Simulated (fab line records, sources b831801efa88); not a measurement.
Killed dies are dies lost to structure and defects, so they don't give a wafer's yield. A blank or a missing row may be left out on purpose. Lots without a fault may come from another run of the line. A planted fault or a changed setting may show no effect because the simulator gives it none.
fab line records | flow sky130
record lots=5 wafers=23
route steps=708 shown VT_ADJUST_NCORE@123 VT_ADJUST_HVTR@140 VT_ADJUST_PCH@145 SONOS_TUNNEL@163 SONOS_ONO@168 GATE_OXIDE@192 POLY_GATE@213 RES_PROTECT@214
start_h: hours from the record's first day to the start of the lot's first wafer shown | wait_h: hours since the lot's step before | " the same as in the row above | L1.1+2: a row that stands for several wafers | - no value, or no start given | * or withheld: withheld | < > ~ a bound
route shown NAME@n: a module of which the file shows steps, and the number in the route of the first | usual: mean/standard deviation of fault-free wafers | same: alike in all rows | chamber/n: place in a boat | sites: the reading at each site | _std_site: their standard deviation | _edge_site: outer sites' mean less inner sites' | radius_mm: how far each site lies from the wafer's centre | mask NAME#n: copy n | behind: the tool/chamber that last shaped the wafer | hold: why the lot was held/for how many hours/how that ended | device: the transistor (n, p or np) that didn't switch | end of line: the same wafers' tests at the end of the route | a step without rows: its recipe alone | killed: dies lost to structure and defects at the first sort, not the wafer's yield | map: a wafer's dies, x killed, . not, _ none there
set.NAME: the setting as run; set.NAME@STEP: as run at that earlier step | model.NAME: the simulator's own value behind a step, which no gauge read
lots whose settings were changed on purpose; a table a step, a row a wafer
## steps
# step SKY_VT_ADJUST_NCORE_EXPOSE_04
# recipe mask_id=LVTN_COMPLEMENT_THIN na=0.6 source_shape=conventional sigma_outer=0.6 polarization=unpolarized target_cd_nm=380 dose_mj=139
# columns lot.wafer tool chamber start_h wait_h mask set.dose_mj
L076.1+5 iline_stepper-02 0 - - LVTN_COMPLEMENT_THIN#0 139
L076.2+3+4 " 0 " " LVTN_COMPLEMENT_THIN#0 143.7
L078.2+5+6 iline_stepper-02 0 - - LVTN_COMPLEMENT_THIN#0 139
L079.2+3+4+5+6 iline_stepper-02 0 - - LVTN_COMPLEMENT_THIN#0 139
L080.1+4+5 iline_stepper-01 0 - - LVTN_COMPLEMENT_THIN#0 139
L080.2+3 " 0 " " LVTN_COMPLEMENT_THIN#0 141.9
L085.1+2+3+5+6 iline_stepper-01 0 - - LVTN_COMPLEMENT_THIN#0 139
# step SKY_VT_ADJUST_NCORE_DEVELOP_06
# recipe resist=NOVOLAK developer=TMAH develop_time_s=60 dev_temp_c=23
# columns lot.wafer tool chamber start_h wait_h set.dev_temp_c
L076.1+3+5 litho_track-02 0 199.11 0.1 21.25
L076.2+4 " 0 " " 23
L078.2+5+6 litho_track-02 0 211.93 0.1 23
L079.2+4+6 litho_track-02 0 217.38 0.1 23
L079.3+5 " 0 " " 21.79
L080.1+3+4 litho_track-03 0 224.08 0.1 25.71
L080.2+5 " 0 " " 23
L085.1+6 litho_track-02 0 261.51 0.1 19.6
L085.2+3+5 " 0 " " 23
# step SKY_VT_ADJUST_NCORE_CD_MEAS_07
# recipe target_cd_nm=380
# usual cd_nm=380.8/2.7
# columns lot.wafer tool chamber start_h wait_h set.dose_mj@VT_ADJUST_NCORE_EXPOSE_04 set.dev_temp_c@VT_ADJUST_NCORE_DEVELOP_06 cd_nm
L076.1 cd_sem-02 - 199.26 0.1 139 21.25 384.9
L076.2 " - " " 143.7 23 389.4
L076.3 " - " " 143.7 21.25 396.8
L076.4 " - " " 143.7 23 390.0
L076.5 " - " " 139 21.25 386.2
L078.2 cd_sem-01 - 212.08 0.1 139 23 377.7
L078.5 " - " " 139 23 379.1
L078.6 " - " " 139 23 378.7
L079.2 cd_sem-01 - 217.53 0.1 139 23 381.6
L079.3 " - " " 139 21.79 385.6
L079.4 " - " " 139 23 383.1
L079.5 " - " " 139 21.79 385.7
L079.6 " - " " 139 23 382.6
L080.1 cd_sem-01 - 224.23 0.1 139 25.71 372.0
L080.2 " - " " 141.9 23 384.3
L080.3 " - " " 141.9 25.71 379.1
L080.4 " - " " 139 25.71 373.0
L080.5 " - " " 139 23 381.1
L085.1 cd_sem-01 - 261.66 0.1 139 19.6 396.5
L085.2 " - " " 139 23 385.5
L085.3 " - " " 139 23 385.8
L085.5 " - " " 139 23 387.2
L085.6 " - " " 139 19.6 396.3
# step SKY_VT_ADJUST_HVTR_IMPLANT_09
# recipe species=B energy_kev=10 dose_cm2=2.1e+12 tilt_deg=withheld
# columns lot.wafer tool chamber start_h wait_h set.energy_kev model.implant.rp_nm model.implant.drp_nm
L076.1+3+4 implanter-01 0 221.26 0.0 10 32.51 17.11
L076.2+5 " 0 " " 10.28 33.41 17.45
L078.2+5+6 implanter-03 0 234.77 0.0 10 32.4 17.11
L079.2+3+4+5+6 implanter-04 0 241.27 0.0 10 32.37 17.11
L080.1+5 implanter-04 0 247.82 0.1 9.506 31.63 16.52
L080.2+3+4 " 0 " " 10 32.97 17.11
L085.1+2+3+5+6 implanter-01 0 286.06 0.0 10 33.95 17.11
# step SKY_VT_ADJUST_PCH_COAT_02
# recipe spin_rpm=2000 resist_thk_nm=3000
# columns lot.wafer tool chamber start_h wait_h set.resist_thk_nm model.coat_of_VT_ADJUST_PCH_COAT_02.thk_nm
L076.1 litho_track-03 0 232.88 0.1 3000 2989
L076.2 " 0 " " 3000 2999
L076.3 " 0 " " 3000 2997
L076.4 " 0 " " 3000 2995
L076.5 " 0 " " 3000 2998
L078.2 litho_track-02 0 246.63 0.1 3000 3016
L078.5 " 0 " " 3000 3012
L078.6 " 0 " " 3000 3011
L079.2 litho_track-02 0 252.98 0.1 2900 2895
L079.3 " 0 " " 2900 2896
L079.4+6 " 0 " " 3000 2997
L079.5 " 0 " " 3000 2996
L080.1 litho_track-02 0 259.76 0.1 3049 3046
L080.2 " 0 " " 3049 3036
L080.3 " 0 " " 3000 2992
L080.4 " 0 " " 3049 3056
L080.5 " 0 " " 3000 2997
L085.1 litho_track-03 0 298.23 0.1 3000 3015
L085.2 " 0 " " 3063 3067
L085.3+6 " 0 " " 3063 3064
L085.5 " 0 " " 3000 3005
# step SKY_VT_ADJUST_PCH_DEVELOP_06
# recipe wall_angle_deg=90 developer=TMAH develop_time_s=60 dev_temp_c=23
# columns lot.wafer tool chamber start_h wait_h set.develop_time_s
L076.1+2+3+4+5 litho_track-03 0 - - 60
L078.2+5+6 litho_track-01 0 - - 60
L079.2+3+4 litho_track-02 0 - - 62.83
L079.5+6 " 0 " " 60
L080.1+3+5 litho_track-03 0 - - 55.57
L080.2+4 " 0 " " 60
L085.1+2 litho_track-02 0 - - 51.71
L085.3+5+6 " 0 " " 60
# step SKY_VT_ADJUST_PCH_IMPLANT_08
# recipe species=B energy_kev=10 dose_cm2=5.034e+11 tilt_deg=withheld
# step SKY_VT_ADJUST_PCH_STRIP_09
# recipe chemistry=O2/N2 power_w=1400 pressure_mtorr=1500 platen_temp_c=withheld o2_flow_sccm=3000 n2_flow_sccm=300 overash_fraction=0.5
# usual strip_time_to_endpoint_s=36.87/0.095
# columns lot.wafer tool chamber start_h wait_h set.resist_thk_nm@VT_ADJUST_PCH_COAT_02 strip_time_to_endpoint_s
L076.1 plasma_asher-01 1 245.11 0.1 3000 36.77
L076.2 " 0 " " 3000 36.91
L076.3 " 0 " " 3000 36.88
L076.4 " 1 " " 3000 36.85
L076.5 " 0 " " 3000 36.88
L078.2 plasma_asher-01 1 259.37 0.1 3000 37.11
L078.5 " 0 " " 3000 37.07
L078.6 " 1 " " 3000 37.05
L079.2 plasma_asher-03 0 264.79 0.1 2900 35.71
L079.3 " 1 " " 2900 35.72
L079.4 " 0 " " 3000 36.87
L079.5 " 0 " " 3000 36.87
L079.6 " 1 " " 3000 36.88
L080.1 plasma_asher-04 0 272.01 0.1 3049 37.47
L080.2 " 1 " " 3049 37.34
L080.3 " 1 " " 3000 36.83
L080.4 " 0 " " 3049 37.53
L080.5 " 1 " " 3000 36.87
L085.1 plasma_asher-01 1 311.29 0.1 3000 37.10
L085.2 " 0 " " 3063 37.69
L085.3 " 0 " " 3063 37.63
L085.5 " 0 " " 3000 36.97
L085.6 " 1 " " 3063 37.64
# step SKY_SONOS_TUNNEL_IMPLANT_09
# recipe species=B energy_kev=20 dose_cm2=1e+12 tilt_deg=withheld
# columns lot.wafer tool chamber start_h wait_h set.energy_kev model.implant.rp_nm model.implant.drp_nm
L076.1+2+3+4+5 implanter-02 0 269.68 0.0 20 66.93 28.34
L078.2+5+6 implanter-01 0 284.16 0.0 20 64.4 28.34
L079.2+3+6 implanter-02 0 288.97 0.0 18.91 62.72 27.24
L079.4+5 " 0 " " 20 66.29 28.34
L080.1+2+5 implanter-02 0 297.34 0.0 20 67.71 28.34
L080.3+4 " 0 " " 20.86 70.59 29.29
L085.1+3 implanter-02 0 338.49 0.0 20.58 66.55 28.96
L085.2+5+6 " 0 " " 20 64.7 28.34
# step SKY_SONOS_ONO_OXIDATION_00
# recipe temp_c=800 ambient=O2 idle_temp_c=700 ramp_up_c_per_min=10 ramp_down_c_per_min=3 stabilise_s=600 purge_s=300 target_thk_a=26 ox_time_s=1249
# columns lot.wafer tool chamber start_h wait_h set.temp_c model.SiO2_of_SONOS_ONO_OXIDATION_00.thk_nm
L076.1 - - - 1.0 785.7 2.063
L076.2 " - " " 785.7 2.067
L076.3 " - " " 785.7 2.079
L076.4 " - " " 785.7 2.095
L076.5 " - " " 785.7 2.074
L078.2 furnace-02 0 284.71 0.0 800 2.502
L078.5 " 0 " " 800 2.549
L078.6 " 0 " " 800 2.561
L079.2 - - - 1.1 783.9 2.089
L079.3 " - " " 783.9 2.07
L079.4 " - " " 783.9 2.036
L079.5 " - " " 783.9 2.098
L079.6 " - " " 783.9 2.076
L080.1 - - - 1.2 800 2.65
L080.2 " - " " 800 2.586
L080.3 " - " " 800 2.625
L080.4 " - " " 800 2.645
L080.5 " - " " 800 2.621
L085.1+5 - - - 1.4 787.4 2.158
L085.2 " - " " 787.4 2.098
L085.3 " - " " 787.4 2.153
L085.6 " - " " 787.4 2.16
# step SKY_SONOS_ONO_THK_MEAS_01
# recipe reads=SiO2_of_SONOS_ONO_OXIDATION_00
# usual SONOS_ONO_OXIDATION_THK=2.61/0.053
# columns lot.wafer tool chamber start_h wait_h set.temp_c@SONOS_ONO_OXIDATION_00 SONOS_ONO_OXIDATION_THK[nm]
L076.1 film_metro-02 - - - 785.7 2.05
L076.2 " - " " 785.7 2.07
L076.3 " - " " 785.7 2.08
L076.4 " - " " 785.7 2.12
L076.5 " - " " 785.7 2.08
L078.2 film_metro-02 - 286.06 0.0 800 2.54
L078.5 " - " " 800 2.50
L078.6 " - " " 800 2.50
L079.2 film_metro-03 - - - 783.9 2.08
L079.3 " - " " 783.9 2.07
L079.4 " - " " 783.9 2.03
L079.5 " - " " 783.9 2.10
L079.6 " - " " 783.9 2.10
L080.1 film_metro-03 - - - 800 2.64
L080.2 " - " " 800 2.56
L080.3 " - " " 800 2.63
L080.4 " - " " 800 2.66
L080.5 " - " " 800 2.65
L085.1 film_metro-03 - - - 787.4 2.23
L085.2 " - " " 787.4 2.10
L085.3 " - " " 787.4 2.13
L085.5 " - " " 787.4 2.16
L085.6 " - " " 787.4 2.17
# step SKY_SONOS_ONO_ETCH_15
# recipe target_depth_nm=19.52 chemistry=CHF3/O2 source_w=600 bias_w=200 pressure_mtorr=40 chf3_flow_sccm=50 O2_flow_sccm=5 time_s=7.8
# columns lot.wafer tool chamber start_h wait_h set.source_w model.SONOS_ONO.feature_depth_nm
L076.1 rie_diel-02 3 301.00 0.0 600 19.36
L076.2 " 2 " " 600 19.27
L076.3 " 1 " " 600 19.53
L076.4 " 0 " " 600 19.47
L076.5 " 2 " " 600 19.24
L078.2 rie_diel-04 3 313.63 0.0 600 19.72
L078.5 " 3 " " 600 19.99
L078.6 " 0 " " 600 19.32
L079.2 rie_diel-01 0 320.01 0.0 600 19.95
L079.3 " 3 " " 671.4 20.67
L079.4 " 1 " " 671.4 20.64
L079.5 " 0 " " 600 19.99
L079.6 " 3 " " 600 19.89
L080.1 rie_diel-02 1 331.85 0.0 561.1 18.77
L080.2 " 0 " " 600 19.56
L080.3 " 2 " " 561.1 18.82
L080.4 " 1 " " 561.1 18.85
L080.5 " 0 " " 600 19.64
L085.1 rie_diel-01 1 371.71 0.0 549 19
L085.2 " 3 " " 600 19.63
L085.3 " 2 " " 600 19.57
L085.5 " 2 " " 549 18.84
L085.6 " 3 " " 549 19.01
# step SKY_GATE_OXIDE_COAT_05
# recipe resist=NOVOLAK spin_rpm=3000 resist_thk_nm=1140
# columns lot.wafer tool chamber start_h wait_h set.resist_thk_nm model.NOVOLAK_of_GATE_OXIDE_COAT_05.thk_nm
L076.1+3 litho_track-02 0 316.06 0.1 1140 1139
L076.2 " 0 " " 1094 1094
L076.4 " 0 " " 1094 1095
L076.5 " 0 " " 1094 1092
L078.2 litho_track-04 0 329.57 0.1 1140 1137
L078.5 " 0 " " 1140 1139
L078.6 " 0 " " 1140 1142
L079.2 litho_track-01 0 336.31 0.1 1119 1113
L079.3 " 0 " " 1119 1114
L079.4 " 0 " " 1140 1139
L079.5 " 0 " " 1119 1115
L079.6 " 0 " " 1140 1133
L080.1 litho_track-04 0 347.39 0.1 1140 1142
L080.2+3 " 0 " " 1189 1191
L080.4 " 0 " " 1140 1140
L080.5 " 0 " " 1140 1139
L085.1+2 litho_track-04 0 387.74 0.1 1117 1113
L085.3 " 0 " " 1140 1137
L085.5 " 0 " " 1140 1134
L085.6 " 0 " " 1117 1116
# step SKY_GATE_OXIDE_IMPLANT_11
# recipe species=B energy_kev=10 dose_cm2=2.6e+12 tilt_deg=withheld
# columns lot.wafer tool chamber start_h wait_h set.dose_cm2
L076.1+2+4 implanter-04 0 329.47 0.0 2.6e+12
L076.3+5 " 0 " " 2.416e+12
L078.2+5+6 implanter-02 0 343.30 0.0 2.6e+12
L079.2+3+4+5+6 implanter-04 0 349.90 0.0 2.6e+12
L080.1+5 implanter-04 0 361.04 0.0 2.6e+12
L080.2+3+4 " 0 " " 2.734e+12
L085.1+5 implanter-03 0 401.94 0.0 2.6e+12
L085.2+3+6 " 0 " " 2.782e+12
# step SKY_GATE_OXIDE_WET_ETCH_12
# recipe chemistry=dHF target_depth_nm=16.8 dry=n2_spin target=SiO2 dilution=100:1 temp_c=25 time_s=336
# step SKY_GATE_OXIDE_STRIP_13
# recipe chemistry=O2/N2 power_w=1400 pressure_mtorr=1500 platen_temp_c=withheld o2_flow_sccm=3000 n2_flow_sccm=300 overash_fraction=0.5
# usual strip_time_to_endpoint_s=14.16/0.04
# columns lot.wafer tool chamber start_h wait_h set.resist_thk_nm@GATE_OXIDE_COAT_05 strip_time_to_endpoint_s
L076.1 plasma_asher-02 1 329.74 0.0 1140 14.17
L076.2 " 0 " " 1094 13.63
L076.3 " 0 " " 1140 14.16
L076.4 " 1 " " 1094 13.67
L076.5 " 1 " " 1094 13.62
L078.2 plasma_asher-01 1 343.52 0.0 1140 14.15
L078.5 " 1 " " 1140 14.17
L078.6 " 0 " " 1140 14.21
L079.2 plasma_asher-02 1 350.13 0.0 1119 13.88
L079.3 " 0 " " 1119 13.87
L079.4 " 1 " " 1140 14.15
L079.5 " 0 " " 1119 13.89
L079.6 " 1 " " 1140 14.09
L080.1 plasma_asher-02 1 361.31 0.0 1140 14.20
L080.2 " 0 " " 1189 14.74
L080.3 " 0 " " 1189 14.75
L080.4 " 1 " " 1140 14.19
L080.5 " 0 " " 1140 14.17
L085.1 plasma_asher-02 0 402.20 0.0 1117 13.85
L085.2 " 1 " " 1117 13.87
L085.3 " 0 " " 1140 14.12
L085.5 " 1 " " 1140 14.10
L085.6 " 0 " " 1117 13.90
# step SKY_GATE_OXIDE_TW_MEAS_14
# usual GATE_OXIDE_TW=223.7/1.5
# columns lot.wafer tool chamber start_h wait_h set.dose_cm2@GATE_OXIDE_IMPLANT_11 GATE_OXIDE_TW
L076.1 film_metro-03 - 329.84 0.1 2.6e+12 227.0
L076.2 " - " " 2.6e+12 225.0
L076.3 " - " " 2.416e+12 220.3
L076.4 " - " " 2.6e+12 225.5
L076.5 " - " " 2.416e+12 220.7
L078.2 film_metro-04 - 343.65 0.1 2.6e+12 222.0
L078.5 " - " " 2.6e+12 221.5
L078.6 " - " " 2.6e+12 221.1
L079.2 film_metro-04 - 350.24 0.1 2.6e+12 221.9
L079.3 " - " " 2.6e+12 221.9
L079.4 " - " " 2.6e+12 221.8
L079.5 " - " " 2.6e+12 222.6
L079.6 " - " " 2.6e+12 222.8
L080.1 film_metro-01 - 361.41 0.1 2.6e+12 223.5
L080.2 " - " " 2.734e+12 228.9
L080.3 " - " " 2.734e+12 226.7
L080.4 " - " " 2.734e+12 226.3
L080.5 " - " " 2.6e+12 223.5
L085.1 film_metro-01 - 402.30 0.1 2.6e+12 223.9
L085.2 " - " " 2.782e+12 229.4
L085.3 " - " " 2.782e+12 228.5
L085.5 " - " " 2.6e+12 224.3
L085.6 " - " " 2.782e+12 229.7
# step SKY_POLY_GATE_IMPLANT_02
# recipe species=P energy_kev=30 dose_cm2=7.7e+15 tilt_deg=0
# columns lot.wafer tool chamber start_h wait_h set.dose_cm2
L076.1+2+5 implanter-04 0 360.08 0.2 7.228e+15
L076.3+4 " 0 " " 7.7e+15
L078.2+5+6 implanter-04 0 374.95 0.1 7.7e+15
L079.2+4 implanter-03 0 380.50 0.1 7.7e+15
L079.3+5+6 " 0 " " 8.133e+15
L080.1+2+5 implanter-01 0 392.43 0.1 7.7e+15
L080.3+4 " 0 " " 8.013e+15
L085.1+3+6 implanter-03 0 435.53 0.1 7.7e+15
L085.2+5 " 0 " " 7.482e+15
# step SKY_RES_PROTECT_STRIP_07
# recipe chemistry=O2/N2 power_w=1400 pressure_mtorr=1500 platen_temp_c=withheld o2_flow_sccm=3000 n2_flow_sccm=300 overash_fraction=0.5
# usual strip_time_to_endpoint_s=23.28/0.037
# columns lot.wafer tool chamber start_h wait_h set.dose_cm2@POLY_GATE_IMPLANT_02 strip_time_to_endpoint_s
L076.1 plasma_asher-01 1 360.23 0.1 7.228e+15 22.98
L076.2 " 0 " " 7.228e+15 22.97
L076.3 " 1 " " 7.7e+15 23.26
L076.4 " 0 " " 7.7e+15 23.25
L076.5 " 0 " " 7.228e+15 22.95
L078.2 plasma_asher-01 1 375.08 0.1 7.7e+15 23.29
L078.5 " 0 " " 7.7e+15 23.28
L078.6 " 1 " " 7.7e+15 23.29
L079.2 plasma_asher-01 0 380.63 0.1 7.7e+15 23.28
L079.3 " 1 " " 8.133e+15 23.48
L079.4 " 0 " " 7.7e+15 23.22
L079.5 " 0 " " 8.133e+15 23.41
L079.6 " 1 " " 8.133e+15 23.51
L080.1 plasma_asher-01 1 392.58 0.1 7.7e+15 23.23
L080.2 " 0 " " 7.7e+15 23.26
L080.3 " 0 " " 8.013e+15 23.51
L080.4 " 1 " " 8.013e+15 23.40
L080.5 " 1 " " 7.7e+15 23.30
L085.1 plasma_asher-04 0 435.68 0.1 7.7e+15 23.30
L085.2 " 1 " " 7.482e+15 23.15
L085.3 " 0 " " 7.7e+15 23.28
L085.5 " 1 " " 7.482e+15 23.13
L085.6 " 0 " " 7.7e+15 23.28
# step SKY_POLY_GATE_COAT_08
# recipe resist=KrF-thick spin_rpm=3000 resist_thk_nm=450
# columns lot.wafer tool chamber start_h wait_h set.resist_thk_nm model.KrF-thick_of_POLY_GATE_COAT_08.thk_nm
L076.1 litho_track-01 0 - - 462.7 462.8
L076.2 " 0 " " 462.7 463.3
L076.3 " 0 " " 450 452
L076.4 " 0 " " 450 449.4
L076.5 " 0 " " 450 450
L078.2 litho_track-04 0 - - 450 448.6
L078.5 " 0 " " 450 448.9
L078.6 " 0 " " 450 449.3
L079.2 litho_track-01 0 - - 450 450.3
L079.3 " 0 " " 457.2 456.9
L079.4 " 0 " " 450 449.9
L079.5 " 0 " " 457.2 455.6
L079.6 " 0 " " 450 449.4
L080.1+4 litho_track-01 0 - - 439.3 438.5
L080.2 " 0 " " 439.3 437.9
L080.3 " 0 " " 450 450.4
L080.5 " 0 " " 450 449.6
L085.1 litho_track-04 0 - - 450 449.2
L085.2 " 0 " " 460.8 459.6
L085.3 " 0 " " 450 449.3
L085.5 " 0 " " 450 448.1
L085.6 " 0 " " 460.8 460.1
# step SKY_POLY_GATE_SOFTBAKE_09
# recipe temp_c=100 time_s=90 resist=KrF-thick
# step SKY_POLY_GATE_EXPOSE_10
# recipe mask_id=P1M na=0.68 source_shape=conventional sigma_outer=0.6 target_cd_nm=150 dose_mj=27.48
# step SKY_POLY_GATE_ETCH_15
# recipe chemistry=N2/H2 target=BARC ion_energy_ev=200 source_w=500 bias_w=100 pressure_mtorr=30 n2_flow_sccm=100 h2_flow_sccm=200 stop_on=SiO2 time_s=118.5 target_depth_a=1100
# columns lot.wafer tool chamber start_h wait_h set.resist_thk_nm@POLY_GATE_COAT_08 model.KrF-thick_of_POLY_GATE_COAT_08.thk_nm
L076.1 rie_diel-03 1 391.08 0.0 462.7 358.1
L076.2 " 0 " " 462.7 358
L076.3 " 2 " " 450 346.7
L076.4 " 3 " " 450 344.1
L076.5 " 2 " " 450 345
L078.2 rie_diel-04 2 405.95 0.0 450 340.8
L078.5 " 3 " " 450 341.8
L078.6 " 0 " " 450 343.1
L079.2 rie_diel-03 0 411.95 0.0 450 343.6
L079.3 " 3 " " 457.2 351.6
L079.4 " 1 " " 450 346
L079.5 " 3 " " 457.2 349.4
L079.6 " 2 " " 450 343.3
L080.1 rie_diel-03 3 424.53 0.0 439.3 333
L080.2 " 1 " " 439.3 333.7
L080.3 " 2 " " 450 344
L080.4 " 0 " " 439.3 331.1
L080.5 " 1 " " 450 345.7
L085.1 rie_diel-04 3 470.40 0.0 450 341.6
L085.2 " 0 " " 460.8 352.9
L085.3 " 1 " " 450 344.7
L085.5 " 1 " " 450 342.6
L085.6 " 0 " " 460.8 354.2
## key
split step=SKY_VT_ADJUST_NCORE_EXPOSE_04 setting=dose_mj stated=139 by=wafer
response step=SKY_VT_ADJUST_NCORE_CD_MEAS_07 reading=cd_nm slope=+2.78 per=1% together_with=dev_temp_c@VT_ADJUST_NCORE_DEVELOP_06 explained=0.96
split step=SKY_VT_ADJUST_NCORE_DEVELOP_06 setting=dev_temp_c stated=23 by=wafer
response step=SKY_VT_ADJUST_NCORE_CD_MEAS_07 reading=cd_nm slope=-0.667 per=1% together_with=dose_mj@VT_ADJUST_NCORE_EXPOSE_04 explained=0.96
split step=SKY_VT_ADJUST_HVTR_IMPLANT_09 setting=energy_kev stated=10 by=wafer
response step=SKY_VT_ADJUST_HVTR_IMPLANT_09 reading=model.implant.rp_nm change=+0.283 per=1% r=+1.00
response step=SKY_VT_ADJUST_HVTR_IMPLANT_09 reading=model.implant.drp_nm change=+0.12 per=1% r=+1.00
split step=SKY_VT_ADJUST_PCH_COAT_02 setting=resist_thk_nm stated=3000 by=wafer
response step=SKY_VT_ADJUST_PCH_COAT_02 reading=model.coat_of_VT_ADJUST_PCH_COAT_02.thk_nm change=+29.6 per=1% r=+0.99
response step=SKY_VT_ADJUST_PCH_STRIP_09 reading=strip_time_to_endpoint_s change=* per=1% r=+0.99
split step=SKY_VT_ADJUST_PCH_DEVELOP_06 setting=develop_time_s stated=60 by=wafer
response none clear
split step=SKY_SONOS_TUNNEL_IMPLANT_09 setting=energy_kev stated=20 by=wafer
response step=SKY_SONOS_TUNNEL_IMPLANT_09 reading=model.implant.rp_nm change=+0.658 per=1% r=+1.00
response step=SKY_SONOS_TUNNEL_IMPLANT_09 reading=model.implant.drp_nm change=+0.209 per=1% r=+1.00
split step=SKY_SONOS_ONO_OXIDATION_00 setting=temp_c stated=800 by=lot
response step=SKY_SONOS_ONO_OXIDATION_00 reading=model.SiO2_of_SONOS_ONO_OXIDATION_00.thk_nm change=+0.273 per=1% r=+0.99
response step=SKY_SONOS_ONO_THK_MEAS_01 reading=SONOS_ONO_OXIDATION_THK change=+0.266 per=1% r=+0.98
split step=SKY_SONOS_ONO_ETCH_15 setting=source_w stated=600 by=wafer
response step=SKY_SONOS_ONO_ETCH_15 reading=model.SONOS_ONO.feature_depth_nm change=+0.0747 per=1% r=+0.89
split step=SKY_GATE_OXIDE_COAT_05 setting=resist_thk_nm stated=1140 by=wafer
response step=SKY_GATE_OXIDE_COAT_05 reading=model.NOVOLAK_of_GATE_OXIDE_COAT_05.thk_nm change=+11.4 per=1% r=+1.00
response step=SKY_GATE_OXIDE_STRIP_13 reading=strip_time_to_endpoint_s change=* per=1% r=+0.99
split step=SKY_GATE_OXIDE_IMPLANT_11 setting=dose_cm2 stated=2.6e+12 by=wafer
response step=SKY_GATE_OXIDE_TW_MEAS_14 reading=GATE_OXIDE_TW change=+0.735 per=1% r=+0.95
split step=SKY_POLY_GATE_IMPLANT_02 setting=dose_cm2 stated=7.7e+15 by=wafer
response step=SKY_RES_PROTECT_STRIP_07 reading=strip_time_to_endpoint_s change=* per=1% r=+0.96
split step=SKY_POLY_GATE_COAT_08 setting=resist_thk_nm stated=450 by=wafer
response step=SKY_POLY_GATE_COAT_08 reading=model.KrF-thick_of_POLY_GATE_COAT_08.thk_nm change=+4.55 per=1% r=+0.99
response step=SKY_POLY_GATE_ETCH_15 reading=model.KrF-thick_of_POLY_GATE_COAT_08.thk_nm change=+4.59 per=1% r=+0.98
